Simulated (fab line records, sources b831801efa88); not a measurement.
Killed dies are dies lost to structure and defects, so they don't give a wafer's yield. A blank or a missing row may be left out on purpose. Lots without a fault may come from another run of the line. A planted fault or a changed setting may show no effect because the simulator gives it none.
A struck lot beside a sound one | flow sky130 | 15 steps out of a route of 708
Sound: wafers L978.1, L978.4, L978.5. Struck: wafers L989.1, L989.2, L989.4. The cause comes at the end.
At each step with rows: each side's tool, then ch and its chambers, then its first start. Under that, the readings that differ: sound wafers | struck wafers | difference of the means | sigmas: that difference in standard deviations of wafers without a fault.
alike: readings whose means differ by less than 2 such deviations, and words and numbers that are the same on both sides. not compared: withheld readings, readings that some wafer has no value for, bounds like >300 that may hide the same value, and numbers for which the record gives no deviation and whose values overlap.
The two part at a step that has a row with sigmas, a row that says differs or no value, or rows on one side only. Numbers that don't overlap but have no deviation are shown without sigmas and don't part them. A reading that every wafer of one side lacks parts them only if that side has two wafers or more.

SKY_CAP2M_SPUTTER_02: material TiN, target thk 200 nm, time 166.7 s.
  sound on pvd_sputter-03, day 39 20:07; struck on pvd_sputter-03, day 42 23:08
  alike: throttle_valve_pct
SKY_CAP2M_RS_MEAS_03: measures by four-point-probe.
  sound on film_metro-02, day 39 20:14; struck on film_metro-03, day 42 23:14
  alike: CAP2M_TIN_RS
SKY_CAP2M_THK_MEAS_04: measures by xrf.
  sound on film_metro-02, day 39 20:21; struck on film_metro-03, day 42 23:22
  alike: CAP2M_TIN_THK
then, 7 steps without rows for these wafers: SKY_CAP2M_DEHYDRATE_05 (time 60 s); SKY_CAP2M_HMDS_06 (prime time 60 s); SKY_CAP2M_COAT_07 (resist thk 1140 nm); SKY_CAP2M_SOFTBAKE_08 (time 60 s); SKY_CAP2M_EXPOSE_09 (exposes mask CAP2M, target cd 1000 nm); SKY_CAP2M_PEB_10; SKY_CAP2M_DEVELOP_11 (develop time 60 s).
SKY_CAP2M_OVL_MEAS_12:
  sound on overlay-01, day 40 20:46; struck on overlay-02, day 43 21:27
  reading        | sound          | struck      | difference | sigmas
  CAP2M_OVL (nm) | -2.0 -2.1 -1.7 | 1.3 1.3 0.4 | +2.9       | +2
SKY_CAP2M_METAL_ETCH_13: etches TiN in Cl2/BCl3, stops on SiO2, target depth 220 nm, time 62.9 s.
  sound on rie_metal-03 ch 0,1, day 40 20:49; struck on rie_metal-03 ch 0,1, day 43 21:29
  alike: drypump_motor_current_A, oes_product_au, throttle_valve_pct
  not compared: rf_hours_counter_h
SKY_CAP2M_STRIP_14: strips in O2/N2.
  sound on plasma_asher-02 ch 0,1, day 40 20:53; struck on plasma_asher-02 ch 0,1, day 43 21:34
  reading             | sound          | struck         | difference | sigmas
  o2_flow_sccm (sccm) | 2991 3005 2996 | 3570 3607 3589 | +591       | +63
  alike: drypump_motor_current_A, n2_flow_sccm, oes_product_au, strip_time_to_endpoint_s
  not compared: rf_hours_counter_h
then, 1 step without rows for these wafers: SKY_CAP2M_STRIP_15 (strips in post etch residue remover, time 1200 s).
-- the record jumps here: 5 days lie between the struck wafers' starts before and after (it left off in module CAP2M and takes up again in module PAD_OPEN, whose first step shown is number 708 of the route) --
SKY_PAD_OPEN_PROBE_99:
  sound on prober-02, day 45 21:55; struck on prober-01, day 48 11:13
  alike: defect_limited_yield, killed_at_M0_to_M3, killed_at_M4_up, killed_at_contacts, killed_at_front_end, killed_at_other, killed_dies, killed_open, killed_short, sort_bin_3_pad_short, sort_bin_5_function, sort_bin_6_memory, sort_n_pass, sort_yield_pct

WHERE THEY PART
First at SKY_CAP2M_OVL_MEAS_12; last, within this record, at SKY_CAP2M_STRIP_14. Later steps at which nothing parts them and some readings are alike: SKY_PAD_OPEN_PROBE_99.

WHY: what the simulator had put in
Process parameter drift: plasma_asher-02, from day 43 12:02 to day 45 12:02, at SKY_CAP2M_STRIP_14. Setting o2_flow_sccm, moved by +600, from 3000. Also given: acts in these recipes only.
